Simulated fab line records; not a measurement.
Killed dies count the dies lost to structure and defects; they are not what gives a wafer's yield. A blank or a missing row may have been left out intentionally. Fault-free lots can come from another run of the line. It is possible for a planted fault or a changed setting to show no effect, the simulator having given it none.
fab line records	flow sky130
[record] lots = 5	wafers = 15	last-day = 50
route steps=708 shown VT_ADJUST_LVTN@105 VT_ADJUST_NCORE@119 VT_ADJUST_HVTR@131 PAD_OPEN@708
lots that met no fault: from a run of the same line without faults
start-h: the number of hours between the record's first day and the start of the first shown wafer of the lot	wait-h: hours from the lot's prior step to this one	" repeats the value in the row above	L1.1+2: a row that stands for several wafers	- no value, or no start was given	* or withheld: withheld	< > ~ a bound
route shown NAME@n: NAME is a module with steps in the file, n the number in the route of the first one	usual: mean/standard deviation of fault-free wafers	same: alike in all rows	chamber/n: place in a boat	sites: the reading at each site	_std_site: the values' standard deviation	_edge_site: mean of outer sites minus mean of inner sites	radius-mm: for every site, how far away it sits from the centre of the wafer	mask NAME#n: copy n	behind: tool/chamber where the wafer was last shaped	hold: the reason the lot was held/the length of the hold in hours/how it ended	device: transistor that didn't switch, given as n, p or np	end of line: the tests these same wafers got at the end of their route	where a step has no rows: the recipe by itself	killed: not the wafer's yield, but the dies lost to structure and defects at the first sort	map: dies across one wafer; x = killed, . = not, _ = none there
set.NAME: setting as actually run; set.NAME@STEP: the setting as run at that earlier step	model.NAME: the simulator's own value behind a step, which no gauge read
lots at some steps of the route; a table a step, a row a wafer
services: a tool's chamber out of use, with start hour (start-h, from the record's first day; less than 0 if before it), hours out, and reason
[[steps]]
[step SKY_VT_ADJUST_LVTN_IMPLANT_08]
[recipe] species = B	energy-kev = 30	dose-cm2 = 1.57e+12	tilt-deg = withheld
[step SKY_VT_ADJUST_LVTN_STRIP_09]
[recipe] chemistry = O2/N2	power-w = 1400	pressure-mtorr = 1500	platen-temp-c = withheld	o2-flow-sccm = 3000	n2-flow-sccm = 300	overash-fraction = 0.5
[usual] drypump-motor-current-A = 5.7/0.48	oes-product-au = 0.722/0.0047	strip-time-to-endpoint-s = 36.89/0.13
lot.wafer	tool	chamber	start-h	wait-h	drypump-motor-current-A	oes-product-au	rf-hours-counter-h	strip-time-to-endpoint-s
L939.2	plasma-asher-02	1	160.52	0.1	6.1	0.734	4	36.86
L939.3	"	1	"	"	6.1	0.722	-	36.86
L939.6	"	1	"	"	6.1	0.725	-	36.97
L945.3	plasma-asher-02	1	200.70	0.1	6.1	0.722	-	36.97
L945.4	"	0	"	"	5.0	0.724	-	37.00
L945.5	"	1	"	"	6.1	0.722	-	36.95
L954.2	plasma-asher-01	1	263.27	0.1	5.6	0.713	58	36.86
L954.3	"	0	"	"	6.3	0.722	-	36.77
L954.5	"	0	"	"	6.3	0.723	-	36.85
L955.1	plasma-asher-01	0	271.32	0.1	6.3	0.726	58	36.82
L955.2	"	1	"	"	5.7	0.728	58	36.71
L955.4	"	0	"	"	6.3	0.724	-	36.75
L959.1	plasma-asher-03	0	318.41	0.1	5.2	0.717	61	36.67
L959.2	"	1	"	"	6.1	0.724	61	36.65
L959.4	"	0	"	"	5.2	0.725	-	36.65
[step SKY_VT_ADJUST_LVTN_TW_MEAS_10]
[usual] VT_ADJUST_LVTN_TW = 243.4/2.7
lot.wafer	tool	chamber	start-h	wait-h	VT_ADJUST_LVTN_TW
L939.2	film-metro-01	-	160.63	0.1	245.4
L939.3	"	-	"	"	245.0
L939.6	"	-	"	"	246.3
L945.3	film-metro-03	-	200.79	0.1	237.9
L945.4	"	-	"	"	239.1
L945.5	"	-	"	"	237.7
L954.2	film-metro-03	-	263.38	0.1	238.0
L954.3	"	-	"	"	238.7
L954.5	"	-	"	"	235.4
L955.1	film-metro-01	-	271.42	0.1	244.1
L955.2	"	-	"	"	246.3
L955.4	"	-	"	"	245.8
L959.1	film-metro-02	-	318.51	0.1	243.9
L959.2	"	-	"	"	243.9
L959.4	"	-	"	"	244.1
[step SKY_VT_ADJUST_LVTN_DEHYDRATE_11]
[recipe] temp-c = 200	time-s = 60
[step SKY_VT_ADJUST_LVTN_HMDS_12]
[recipe] prime-time-s = 60	prime-temp-c = 120
[step SKY_VT_ADJUST_LVTN_COAT_13]
[recipe] resist = NOVOLAK	spin-rpm = 3000	resist-thk-nm = 1140
[step SKY_VT_ADJUST_LVTN_SOFTBAKE_14]
[recipe] temp-c = 90	time-s = 60	resist = NOVOLAK
[step SKY_VT_ADJUST_LVTN_EXPOSE_15]
[recipe] mask-id = HVN_STD_DERIVED	na = 0.6	source-shape = conventional	sigma-outer = 0.6	polarization = unpolarized	target-cd-nm = 600	dose-mj = 163
[step SKY_VT_ADJUST_LVTN_PEB_16]
[recipe] temp-c = withheld	time-s = *	resist = NOVOLAK
[step SKY_VT_ADJUST_LVTN_DEVELOP_17]
[recipe] resist = NOVOLAK	developer = TMAH	develop-time-s = 60	dev-temp-c = 23
[step SKY_VT_ADJUST_LVTN_OVL_MEAS_18]
[usual] VT_ADJUST_LVTN_01_OVL = -0.3/1.2
lot.wafer	tool	chamber	start-h	wait-h	VT_ADJUST_LVTN_01_OVL[nm]
L939.2	overlay-01	-	180.99	0.1	1.1
L939.3	"	-	"	"	0.8
L939.6	"	-	"	"	-0.2
L945.3	overlay-02	-	223.19	0.1	1.4
L945.4	"	-	"	"	-0.4
L945.5	"	-	"	"	-0.3
L954.2	overlay-01	-	287.99	0.1	1.7
L954.3	"	-	"	"	0.4
L954.5	"	-	"	"	2.3
L955.1	overlay-01	-	296.53	0.1	0.7
L955.2	"	-	"	"	0.4
L955.4	"	-	"	"	1.3
L959.1	overlay-01	-	345.28	0.1	1.2
L959.2	"	-	"	"	0.8
L959.4	"	-	"	"	2.5
[step SKY_VT_ADJUST_LVTN_IMPLANT_19]
[recipe] species = B	energy-kev = 30	dose-cm2 = 6.5e+11	tilt-deg = withheld
[step SKY_VT_ADJUST_LVTN_STRIP_20]
[recipe] chemistry = O2/N2	power-w = 1400	pressure-mtorr = 1500	platen-temp-c = withheld	o2-flow-sccm = 3000	n2-flow-sccm = 300	overash-fraction = 0.5
[usual] drypump-motor-current-A = 5.7/0.48	oes-product-au = 0.716/0.0044	strip-time-to-endpoint-s = 14.17/0.043
lot.wafer	tool	chamber	start-h	wait-h	drypump-motor-current-A	oes-product-au	rf-hours-counter-h	strip-time-to-endpoint-s	model.NOVOLAK_of_VT_ADJUST_LVTN_COAT_13.thk-nm
L939.2	plasma-asher-01	0	181.17	0.1	6.4	0.716	50	14.20	0
L939.3	"	1	"	"	5.7	0.711	-	14.19	0
L939.6	"	1	"	"	5.7	0.711	-	14.20	0
L945.3	plasma-asher-01	1	223.40	0.1	5.7	0.936	-	-	517
L945.4	"	0	"	"	6.4	0.921	-	-	515.9
L945.5	"	1	"	"	5.6	0.921	-	-	517.4
L954.2	plasma-asher-03	1	288.17	0.1	6.0	0.713	58	14.13	0
L954.3	"	1	"	"	6.1	0.712	-	14.14	0
L954.5	"	0	"	"	5.2	0.715	-	14.07	0
L955.1	plasma-asher-03	0	296.72	0.1	5.2	0.710	59	14.24	0
L955.2	"	1	"	"	6.1	0.724	59	14.23	0
L955.4	"	1	"	"	6.0	0.712	-	14.24	0
L959.1	plasma-asher-03	0	345.46	0.1	5.2	0.715	63	14.18	0
L959.2	"	1	"	"	6.0	0.713	63	14.21	0
L959.4	"	0	"	"	5.2	0.714	-	14.18	0
[step SKY_VT_ADJUST_LVTN_TW_MEAS_21]
[usual] VT_ADJUST_LVTN_2_TW = 189.6/2.1
lot.wafer	tool	chamber	start-h	wait-h	VT_ADJUST_LVTN_2_TW
L939.2	film-metro-02	-	181.28	0.1	189.7
L939.3	"	-	"	"	189.8
L939.6	"	-	"	"	189.4
L945.3	film-metro-02	-	223.49	0.1	190.2
L945.4	"	-	"	"	190.5
L945.5	"	-	"	"	189.1
L954.2	film-metro-01	-	288.28	0.1	192.7
L954.3	"	-	"	"	191.9
L954.5	"	-	"	"	192.2
L955.1	film-metro-02	-	296.82	0.1	189.3
L955.2	"	-	"	"	188.2
L955.4	"	-	"	"	190.2
L959.1	film-metro-02	-	345.56	0.1	189.8
L959.2	"	-	"	"	190.7
L959.4	"	-	"	"	192.0
[step SKY_VT_ADJUST_NCORE_DEHYDRATE_00]
[recipe] temp-c = 200	time-s = 60
[step SKY_VT_ADJUST_NCORE_HMDS_01]
[recipe] prime-time-s = 60	prime-temp-c = 120
[step SKY_VT_ADJUST_NCORE_COAT_02]
[recipe] resist = NOVOLAK	spin-rpm = 3000	resist-thk-nm = 1121
[step SKY_VT_ADJUST_NCORE_SOFTBAKE_03]
[recipe] temp-c = 90	time-s = 60	resist = NOVOLAK
[step SKY_VT_ADJUST_NCORE_EXPOSE_04]
[recipe] mask-id = LVTN_COMPLEMENT_THIN	na = 0.6	source-shape = conventional	sigma-outer = 0.6	polarization = unpolarized	target-cd-nm = 380	dose-mj = 139
[step SKY_VT_ADJUST_NCORE_PEB_05]
[recipe] temp-c = withheld	time-s = *	resist = NOVOLAK
[step SKY_VT_ADJUST_NCORE_DEVELOP_06]
[recipe] resist = NOVOLAK	developer = TMAH	develop-time-s = 60	dev-temp-c = 23
[step SKY_VT_ADJUST_NCORE_CD_MEAS_07]
[recipe] target-cd-nm = 380
[usual] cd-nm = 380.3/2.1
lot.wafer	tool	chamber	start-h	wait-h	cd-nm
L939.2	cd-sem-01	-	202.70	0.1	379.8
L939.3	"	-	"	"	380.4
L939.6	"	-	"	"	376.2
L945.3	cd-sem-01	-	246.43	0.1	380.6
L945.4	"	-	"	"	378.8
L945.5	"	-	"	"	377.2
L954.2	cd-sem-02	-	312.90	0.1	377.9
L954.3	"	-	"	"	377.7
L954.5	"	-	"	"	380.9
L955.1	cd-sem-02	-	321.79	0.1	380.5
L955.2	"	-	"	"	383.0
L955.4	"	-	"	"	384.6
L959.1	cd-sem-02	-	373.03	0.1	384.3
L959.2	"	-	"	"	381.2
L959.4	"	-	"	"	383.7
[step SKY_VT_ADJUST_NCORE_OVL_MEAS_08]
[usual] VT_ADJUST_NCORE_OVL = 0.4/1.4
lot.wafer	tool	chamber	start-h	wait-h	VT_ADJUST_NCORE_OVL[nm]
L939.2	overlay-02	-	202.81	0.1	1.7
L939.3	"	-	"	"	0.5
L939.6	"	-	"	"	2.9
L945.3	overlay-02	-	246.52	0.1	0.6
L945.4	"	-	"	"	1.3
L945.5	"	-	"	"	0.1
L954.2	overlay-01	-	313.01	0.1	-2.5
L954.3	"	-	"	"	-0.4
L954.5	"	-	"	"	-0.1
L955.1	overlay-02	-	321.91	0.1	0.5
L955.2	"	-	"	"	0.3
L955.4	"	-	"	"	1.5
L959.1	overlay-02	-	373.15	0.1	0.0
L959.2	"	-	"	"	-0.1
L959.4	"	-	"	"	-0.6
[step SKY_VT_ADJUST_NCORE_IMPLANT_09]
[recipe] species = B	energy-kev = 10	dose-cm2 = 2.4e+12	tilt-deg = withheld
[step SKY_VT_ADJUST_NCORE_STRIP_10]
[recipe] chemistry = O2/N2	power-w = 1400	pressure-mtorr = 1500	platen-temp-c = withheld	o2-flow-sccm = 3000	n2-flow-sccm = 300	overash-fraction = 0.5
[usual] drypump-motor-current-A = 5.5/0.47	oes-product-au = 0.715/0.0047	strip-time-to-endpoint-s = 13.94/0.034
lot.wafer	tool	chamber	start-h	wait-h	drypump-motor-current-A	oes-product-au	rf-hours-counter-h	strip-time-to-endpoint-s
L939.2	plasma-asher-02	1	202.99	0.1	6.1	0.718	8	13.89
L939.3	"	0	"	"	5.0	0.720	-	13.89
L939.6	"	0	"	"	5.0	0.722	-	13.93
L945.3	plasma-asher-02	0	246.73	0.1	5.0	0.715	-	21.75
L945.4	"	1	"	"	6.1	0.715	-	21.73
L945.5	"	1	"	"	6.1	0.722	-	21.71
L954.2	plasma-asher-02	1	313.19	0.1	6.1	0.712	18	13.99
L954.3	"	1	"	"	6.1	0.714	-	13.96
L954.5	"	1	"	"	6.1	0.710	-	14.00
L955.1	plasma-asher-03	1	322.10	0.1	6.0	0.712	61	13.97
L955.2	"	0	"	"	5.2	0.718	61	13.96
L955.4	"	1	"	"	6.1	0.705	-	13.95
L959.1	plasma-asher-03	0	373.33	0.1	5.2	0.725	66	13.90
L959.2	"	1	"	"	6.1	0.717	66	13.89
L959.4	"	0	"	"	5.2	0.723	-	13.89
[step SKY_VT_ADJUST_NCORE_TW_MEAS_11]
[usual] VT_ADJUST_NCORE_TW = 219.1/2.7
lot.wafer	tool	chamber	start-h	wait-h	VT_ADJUST_NCORE_TW
L939.2	film-metro-03	-	203.10	0.1	215.7
L939.3	"	-	"	"	215.4
L939.6	"	-	"	"	215.7
L945.3	film-metro-04	-	246.82	0.1	30.1
L945.4	"	-	"	"	30.1
L945.5	"	-	"	"	30.3
L954.2	film-metro-04	-	313.30	0.1	223.3
L954.3	"	-	"	"	222.1
L954.5	"	-	"	"	221.8
L955.1	film-metro-02	-	322.20	0.1	220.5
L955.2	"	-	"	"	221.0
L955.4	"	-	"	"	220.9
L959.1	film-metro-04	-	373.43	0.1	220.6
L959.2	"	-	"	"	218.7
L959.4	"	-	"	"	219.4
[step SKY_VT_ADJUST_HVTR_DEHYDRATE_00]
[recipe] temp-c = 200	time-s = 60
[step SKY_PAD_OPEN_PROBE_99]
lot.wafer	tool	chamber	start-h	wait-h	model.etest.nfet_16v.r-on-ohm-um	model.etest.pfet_16v.r-on-ohm-um	model.etest.pfet-g5v0d10v5.r-on-ohm-um	model.etest.tip-p.rs-ohm-sq	model.etest.pfet_01v8.r-on-ohm-um	model.etest.tip_p_5v.rs-ohm-sq	model.etest.pfet-g5v0d10v5.drive-ua-um	model.etest.sram-nfet-pass.drive-ua-um
L939.2	prober-02	-	1089.00	0.1	1.429e+04	1.555e+04	4764	7004	2931	2832	342.4	475.6
L939.3	prober-02	-	1089.05	0.2	1.43e+04	1.503e+04	4772	7035	3023	2854	341.9	458.4
L939.6	prober-02	-	1089.20	0.2	1.419e+04	1.538e+04	4671	6940	2947	2842	346.7	461.9
L945.3	prober-02	-	1127.39	0.2	1.235e+04	1.717e+04	6037	7487	3488	3091	250.3	532.3
L945.4	prober-02	-	1127.44	0.2	1.232e+04	1.731e+04	6033	7450	3493	3098	245.9	543.4
L945.5	prober-02	-	1127.49	0.2	1.231e+04	1.7e+04	6043	7426	3415	3080	247.3	540.6
L954.2	prober-01	-	1175.86	0.1	1.43e+04	1.556e+04	4857	7107	2969	2891	331.5	463.5
L954.3	prober-01	-	1175.91	0.2	1.411e+04	1.536e+04	4784	7073	2982	2889	331	462.9
L954.5	prober-01	-	1176.01	0.2	1.425e+04	1.538e+04	4923	7027	3052	2892	329.7	456.8
L955.1	prober-02	-	1182.95	0.1	1.427e+04	1.499e+04	4717	6811	2881	2829	344.3	463.7
L955.2	prober-02	-	1183.00	0.1	1.429e+04	1.492e+04	4682	6879	2910	2820	350.9	467.5
L955.4	prober-02	-	1183.10	0.2	1.432e+04	1.504e+04	4713	6879	2903	2828	345.6	457.7
L959.1	prober-02	-	1209.11	0.1	1.414e+04	1.501e+04	4769	6747	2896	2852	337.4	460.6
L959.2	prober-02	-	1209.16	0.1	1.431e+04	1.512e+04	4871	6831	2956	2839	331.5	445.4
L959.4	prober-02	-	1209.26	0.2	1.425e+04	1.494e+04	4897	6776	3005	2861	329	460.2
// killed by level:class
L939.2 CONTACT:geometric-particle:open=10 LI_CONTACT:geometric-particle:open=8 VIA1:geometric-particle:open=7 METAL1:geometric-particle:short=7 METAL2:geometric-particle:short=6 VIA3:geometric-particle:open=6 VIA2:geometric-particle:open=6 FIELD_ISO:geometric-particle:open=5
L939.3 METAL1:geometric-particle:short=10 VIA1:geometric-particle:open=9 VIA1:geometric-particle:short=8 CONTACT:geometric-particle:open=8 VIA2:geometric-particle:open=7 FIELD_ISO:geometric-particle:open=6 POLY_GATE:geometric-particle:open=6 VIA3:geometric-particle:open=6
L939.6 VIA1:geometric-particle:open=9 FIELD_ISO:geometric-particle:short=7 CONTACT:geometric-particle:open=7 FIELD_ISO:geometric-particle:open=6 METAL2:geometric-particle:short=5 VIA1:geometric-particle:short=4 VIA3:geometric-particle:open=3 VIA3:geometric-particle:short=3
L954.2 VIA1:geometric-particle:open=13 CONTACT:geometric-particle:open=11 VIA3:geometric-particle:open=8 LI_CONTACT:geometric-particle:open=6 VIA2:geometric-particle:open=5 POLY_GATE:geometric-particle:open=4 VIA1:geometric-particle:short=4 METAL2:geometric-particle:short=4
L954.3 VIA1:geometric-particle:open=11 CONTACT:geometric-particle:open=8 LI_CONTACT:geometric-particle:open=6 CONTACT:geometric-particle:short=6 POLY_GATE:geometric-particle:open=5 LI_CONTACT:geometric-particle:short=5 LOCAL_INTERCONNECT:geometric-particle:short=5 VIA3:geometric-particle:open=5
L954.5 CONTACT:geometric-particle:open=10 VIA1:geometric-particle:open=8 CONTACT:geometric-particle:short=7 METAL1:geometric-particle:short=5 VIA1:geometric-particle:short=5 VIA2:geometric-particle:open=5 LOCAL_INTERCONNECT:geometric-particle:short=4 VIA3:geometric-particle:short=4
L955.1 VIA1:geometric-particle:open=8 LI_CONTACT:geometric-particle:open=8 VIA1:geometric-particle:short=7 VIA3:geometric-particle:open=7 CONTACT:geometric-particle:open=6 METAL1:geometric-particle:short=5 METAL2:geometric-particle:short=5 VIA3:geometric-particle:short=5
L955.2 CONTACT:geometric-particle:open=13 VIA2:geometric-particle:open=8 VIA1:geometric-particle:open=7 VIA1:geometric-particle:short=7 VIA3:geometric-particle:open=7 CONTACT:geometric-particle:short=6 LI_CONTACT:geometric-particle:open=6 FIELD_ISO:geometric-particle:open=4
L955.4 CONTACT:geometric-particle:open=10 VIA2:geometric-particle:open=8 METAL1:geometric-particle:short=7 VIA1:geometric-particle:open=6 METAL2:geometric-particle:short=6 CONTACT:geometric-particle:short=5 VIA3:geometric-particle:open=5 VIA1:geometric-particle:short=4
L959.1 LI_CONTACT:geometric-particle:open=12 VIA3:geometric-particle:open=10 VIA2:geometric-particle:short=7 VIA1:geometric-particle:open=7 VIA3:geometric-particle:short=5 CONTACT:geometric-particle:open=4 METAL2:geometric-particle:short=4 FIELD_ISO:geometric-particle:open=3
L959.2 VIA3:geometric-particle:open=12 CONTACT:geometric-particle:open=11 VIA1:geometric-particle:open=11 FIELD_ISO:geometric-particle:open=6 LI_CONTACT:geometric-particle:open=6 LOCAL_INTERCONNECT:geometric-particle:short=5 VIA1:geometric-particle:short=5 VIA2:geometric-particle:open=5
L959.4 METAL2:geometric-particle:short=11 VIA1:geometric-particle:open=10 VIA2:geometric-particle:open=9 CONTACT:geometric-particle:open=8 VIA3:geometric-particle:open=7 FIELD_ISO:geometric-particle:short=5 LI_CONTACT:geometric-particle:open=5 LI_CONTACT:geometric-particle:short=5
[[services]]
tool	chamber	start-h	hours	kind
plasma-asher-03	-	174.20	0.9	repair
plasma-asher-03	-	237.18	1.0	repair
plasma-asher-01	-	340.88	14.6	pm
[[key]]
[first-sign] step = SKY_VT_ADJUST_LVTN_STRIP_20	reading = oes-product-au	direction = up	sigmas = 48	usual = 0.716	struck = 0.926
[effect] step = SKY_VT_ADJUST_NCORE_STRIP_10	reading = strip-time-to-endpoint-s	direction = up	sigmas = 99+	usual = *	struck = *
[effect] step = SKY_VT_ADJUST_NCORE_TW_MEAS_11	reading = VT_ADJUST_NCORE_TW	direction = down	sigmas = 71	usual = 219.1	struck = 30.2
[model-effect] step = SKY_VT_ADJUST_LVTN_STRIP_20	value = NOVOLAK_of_VT_ADJUST_LVTN_COAT_13.thk-nm	without = 0	struck = 516.8
[model-effect] step = SKY_PAD_OPEN_PROBE_99	value = etest.nfet_16v.r-on-ohm-um	without = 1.408e+04	struck = 1.233e+04
met-at SKY_VT_ADJUST_LVTN_STRIP_20
struck-wafers L945.3,L945.4,L945.5
sort-left-out L945.3,L945.4,L945.5
tester-left-out L945
onset-between 181.17 223.40
[fault] kind = strip-aborted	tool = plasma-asher-01	chamber = -	onset-h = 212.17	steps = SKY_VT_ADJUST_LVTN_STRIP_20	offset = 0.70542	end-h = 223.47
// tester-left-out: of these lots the tester's yield and bins aren't shown, on N5 and GAA mostly nor the transistor test; their killed dies are dies lost to structure and defects alone, not to doping, threshold or leakage, so they don't give the yield
// sort-left-out: the simulated sort isn't trusted on such a fault, so these wafers' sort isn't shown, and their yield isn't known
